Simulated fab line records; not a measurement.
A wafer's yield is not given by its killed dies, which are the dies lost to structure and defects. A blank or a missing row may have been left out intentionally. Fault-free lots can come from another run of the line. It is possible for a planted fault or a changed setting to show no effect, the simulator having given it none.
Which of the tools did it? :: flow gf180mcu :: 13 lots with 39 wafers sampled at 4 steps, on a route of 602 steps

== WHAT EACH GAUGE READ, for each wafer ==
GF_V3_THK_MEAS_01. Usual: V3_CVD_00_THK gives 599 nm (standard deviation 6.5).
lot: L441
measured: day 21 14:24
on: film metro-02
V3_CVD_00_THK (nm): 595 597 611
flag: 

lot: L442
measured: day 22 03:32
on: film metro-02
V3_CVD_00_THK (nm): 597 613 611
flag: 

lot: L443
measured: day 22 20:29
on: film metro-02
V3_CVD_00_THK (nm): 607 608 610
flag: 

lot: L444
measured: day 23 09:18
on: film metro-02
V3_CVD_00_THK (nm): 598 592 590
flag: 

lot: L445
measured: day 23 10:16
on: film metro-02
V3_CVD_00_THK (nm): 596 595 594
flag: 

lot: L447
measured: day 24 07:50
on: film metro-02
V3_CVD_00_THK (nm): 604 595 603
flag: 

lot: L448
measured: day 24 14:47
on: film metro-02
V3_CVD_00_THK (nm): 602 599 597
flag: 

lot: L449
measured: day 24 22:32
on: film metro-02
V3_CVD_00_THK (nm): 597 595 588
flag: 

lot: L452
measured: day 25 19:44
on: film metro-04
V3_CVD_00_THK (nm): 596 599 603
flag: 

lot: L459
measured: day 27 23:23
on: film metro-01
V3_CVD_00_THK (nm): 607 601 597
flag: 

lot: L460
measured: day 28 02:35
on: film metro-04
V3_CVD_00_THK (nm): 603 602 607
flag: 

lot: L461
measured: day 28 14:26
on: film metro-02
V3_CVD_00_THK (nm): 603 600 601
flag: 

lot: L464
measured: day 29 15:16
on: film metro-04
V3_CVD_00_THK (nm): 612 603 600
flag: 

GF_M5_CD_MEAS_07 targets a cd of 280 nm. Usual: 279.9 nm for cd nm, sd 0.91.
lot: L441
measured: day 26 14:11
on: cd sem-02
cd nm (nm): 279.2 279.3 280.2
flag: 

lot: L442
measured: day 27 00:50
on: cd sem-02
cd nm (nm): 279.7 279.7 279.8
flag: 

lot: L443
measured: day 27 15:38
on: cd sem-02
cd nm (nm): 280.8 280.5 280.1
flag: 

lot: L444
measured: day 28 03:44
on: cd sem-01
cd nm (nm): 280.6 280.8 279.7
flag: 

lot: L445
measured: day 28 06:31
on: cd sem-01
cd nm (nm): 280.0 279.9 281.0
flag: 

lot: L447
measured: day 29 00:28
on: cd sem-01
cd nm (nm): 280.9 280.6 279.6
flag: 

lot: L448
measured: day 29 07:50
on: cd sem-01
cd nm (nm): 279.7 280.2 279.2
flag: 

lot: L449
measured: day 29 13:47
on: cd sem-01
cd nm (nm): 279.5 281.2 280.9
flag: 

lot: L452
measured: day 30 07:26
on: cd sem-01
cd nm (nm): 280.1 279.6 279.9
flag: 

lot: L459
measured: day 32 04:50
on: cd sem-02
cd nm (nm): 279.3 279.2 279.1
flag: 

lot: L460
measured: day 32 07:14
on: cd sem-01
cd nm (nm): 280.9 281.1 280.2
flag: 

lot: L461
measured: day 32 17:12
on: cd sem-02
cd nm (nm): 280.1 278.2 279.7
flag: 

lot: L464
measured: day 33 13:46
on: cd sem-01
cd nm (nm): 279.6 279.8 279.3
flag: 

== TOOL THAT RAN EACH LOT (tool first, then ch and the chambers of the sampled wafers, then the start) ==
lot: L441
GF_V2_SPUTTER_21: pvd sputter-04, day 20 12:25
GF_MIM_SPUTTER_00: pvd sputter-01, day 24 17:17

lot: L442
GF_V2_SPUTTER_21: pvd sputter-04, day 21 01:48
GF_MIM_SPUTTER_00: pvd sputter-01, day 25 04:55

lot: L443
GF_V2_SPUTTER_21: pvd sputter-04, day 21 19:20
GF_MIM_SPUTTER_00: pvd sputter-01, day 25 20:01

lot: L444
GF_V2_SPUTTER_21: pvd sputter-02, day 22 08:37
GF_MIM_SPUTTER_00: pvd sputter-02, day 26 08:22

lot: L445
GF_V2_SPUTTER_21: pvd sputter-02, day 22 09:28
GF_MIM_SPUTTER_00: pvd sputter-01, day 26 11:00

lot: L447
GF_V2_SPUTTER_21: pvd sputter-03, day 23 07:05
GF_MIM_SPUTTER_00: pvd sputter-02, day 27 06:37

lot: L448
GF_V2_SPUTTER_21: pvd sputter-04, day 23 14:04
GF_MIM_SPUTTER_00: pvd sputter-02, day 27 12:53

lot: L449
GF_V2_SPUTTER_21: pvd sputter-02, day 23 22:06
GF_MIM_SPUTTER_00: pvd sputter-01, day 27 20:10

lot: L452
GF_V2_SPUTTER_21: pvd sputter-03, day 24 20:16
GF_MIM_SPUTTER_00: pvd sputter-02, day 28 16:08

lot: L459
GF_V2_SPUTTER_21: pvd sputter-04, day 27 00:43
GF_MIM_SPUTTER_00: pvd sputter-01, day 30 16:46

lot: L460
GF_V2_SPUTTER_21: pvd sputter-02, day 27 04:16
GF_MIM_SPUTTER_00: pvd sputter-04, day 30 18:58

lot: L461
GF_V2_SPUTTER_21: pvd sputter-02, day 27 15:25
GF_MIM_SPUTTER_00: pvd sputter-02, day 31 06:03

lot: L464
GF_V2_SPUTTER_21: pvd sputter-04, day 28 18:07
GF_MIM_SPUTTER_00: pvd sputter-01, day 32 04:10
- GF_V2_SPUTTER_21: material Ti, target thk 15 nm, time 80.02 s.
- GF_MIM_SPUTTER_00: material Ti, target thk 37.5 nm, time 150 s.

== WHAT THE TOOLS THEMSELVES READ (means of the sampled wafers that have a number; where no wafer has one, the mark that the record gives instead) ==
GF_V2_SPUTTER_21. Usual: cathode dc power W 2500.0 W, standard deviation 0.43; chamber pressure pa 4.999 Pa, standard deviation 0.0095; throttle valve pct 29.8 %, standard deviation 1.1.
lot: L441
tool: pvd sputter-04
cathode dc power W (W): 2499.8
chamber pressure pa (Pa): 5.004
throttle valve pct (%): 28.4
flag: 

lot: L442
tool: pvd sputter-04
cathode dc power W (W): 2499.9
chamber pressure pa (Pa): 4.997
throttle valve pct (%): 28.8
flag: 

lot: L443
tool: pvd sputter-04
cathode dc power W (W): 2499.9
chamber pressure pa (Pa): 4.990
throttle valve pct (%): 28.9
flag: 

lot: L444
tool: pvd sputter-02
cathode dc power W (W): 2499.9
chamber pressure pa (Pa): 5.001
throttle valve pct (%): 30.7
flag: 

lot: L445
tool: pvd sputter-02
cathode dc power W (W): 2500.1
chamber pressure pa (Pa): 5.005
throttle valve pct (%): 31.2
flag: 

lot: L447
tool: pvd sputter-03
cathode dc power W (W): 2499.9
chamber pressure pa (Pa): 4.999
throttle valve pct (%): 30.0
flag: 

lot: L448
tool: pvd sputter-04
cathode dc power W (W): 2499.5
chamber pressure pa (Pa): 4.992
throttle valve pct (%): 28.7
flag: 

lot: L449
tool: pvd sputter-02
cathode dc power W (W): 2499.6
chamber pressure pa (Pa): 5.003
throttle valve pct (%): 30.0
flag: 

lot: L452
tool: pvd sputter-03
cathode dc power W (W): 2500.1
chamber pressure pa (Pa): 5.007
throttle valve pct (%): 30.5
flag: 

lot: L459
tool: pvd sputter-04
cathode dc power W (W): 2500.1
chamber pressure pa (Pa): 5.000
throttle valve pct (%): 29.2
flag: 

lot: L460
tool: pvd sputter-02
cathode dc power W (W): 2500.2
chamber pressure pa (Pa): 4.997
throttle valve pct (%): 29.3
flag: 

lot: L461
tool: pvd sputter-02
cathode dc power W (W): 2500.0
chamber pressure pa (Pa): 4.993
throttle valve pct (%): 30.0
flag: 

lot: L464
tool: pvd sputter-04
cathode dc power W (W): 2499.5
chamber pressure pa (Pa): 4.990
throttle valve pct (%): 29.5
flag: 

GF_MIM_SPUTTER_00. Usual: cathode dc power W 4000.0 W, standard deviation 0.68; chamber pressure pa 2.000 Pa, standard deviation 0.0041; throttle valve pct 30.4 %, standard deviation 1.1.
lot: L441
tool: pvd sputter-01
cathode dc power W (W): 4000.2
chamber pressure pa (Pa): 1.999
throttle valve pct (%): 30.5
flag: 

lot: L442
tool: pvd sputter-01
cathode dc power W (W): 4000.3
chamber pressure pa (Pa): 2.003
throttle valve pct (%): 30.9
flag: 

lot: L443
tool: pvd sputter-01
cathode dc power W (W): 4000.1
chamber pressure pa (Pa): 2.000
throttle valve pct (%): 30.7
flag: 

lot: L444
tool: pvd sputter-02
cathode dc power W (W): 4000.7
chamber pressure pa (Pa): 2.004
throttle valve pct (%): 30.6
flag: 

lot: L445
tool: pvd sputter-01
cathode dc power W (W): 4000.2
chamber pressure pa (Pa): 1.998
throttle valve pct (%): 30.8
flag: 

lot: L447
tool: pvd sputter-02
cathode dc power W (W): 4000.4
chamber pressure pa (Pa): 2.001
throttle valve pct (%): 29.4
flag: 

lot: L448
tool: pvd sputter-02
cathode dc power W (W): 3999.7
chamber pressure pa (Pa): 2.000
throttle valve pct (%): 30.6
flag: 

lot: L449
tool: pvd sputter-01
cathode dc power W (W): 4000.7
chamber pressure pa (Pa): 2.001
throttle valve pct (%): 31.1
flag: 

lot: L452
tool: pvd sputter-02
cathode dc power W (W): 4000.3
chamber pressure pa (Pa): 2.000
throttle valve pct (%): 30.7
flag: 

lot: L459
tool: pvd sputter-01
cathode dc power W (W): -
chamber pressure pa (Pa): -
throttle valve pct (%): -
flag: OFF

lot: L460
tool: pvd sputter-04
cathode dc power W (W): -
chamber pressure pa (Pa): -
throttle valve pct (%): -
flag: OFF

lot: L461
tool: pvd sputter-02
cathode dc power W (W): -
chamber pressure pa (Pa): -
throttle valve pct (%): -
flag: OFF

lot: L464
tool: pvd sputter-01
cathode dc power W (W): 4000.0
chamber pressure pa (Pa): 1.996
throttle valve pct (%): 30.1
flag: 

== THE ANSWER, worked out from the rows above alone ==
Rule: a lot is off if the mean of its wafers that have a number lies more than 3 standard deviations from the usual mean. A lot without any number at a reading at which 4 lots or more have one is off too. The other lots that the step has rows for count as sound. The gauges are gone through in route order, then the tools' own readings, and for those a lot's mean is taken as printed above. The first step at which some lot is off is used, and at that step the reading that is off furthest; a lot without a number counts as furthest.
Off, at GF_MIM_SPUTTER_00 on cathode dc power W: L459, L460, L461. Without a number there: L459, L460, L461.
If a tool, at that step or one of the process steps before it, ran each lot that is off and ran no sound lot following the first of them, it fits. None of those tried fits.

== WHAT THE SIMULATOR HAD INSERTED ==
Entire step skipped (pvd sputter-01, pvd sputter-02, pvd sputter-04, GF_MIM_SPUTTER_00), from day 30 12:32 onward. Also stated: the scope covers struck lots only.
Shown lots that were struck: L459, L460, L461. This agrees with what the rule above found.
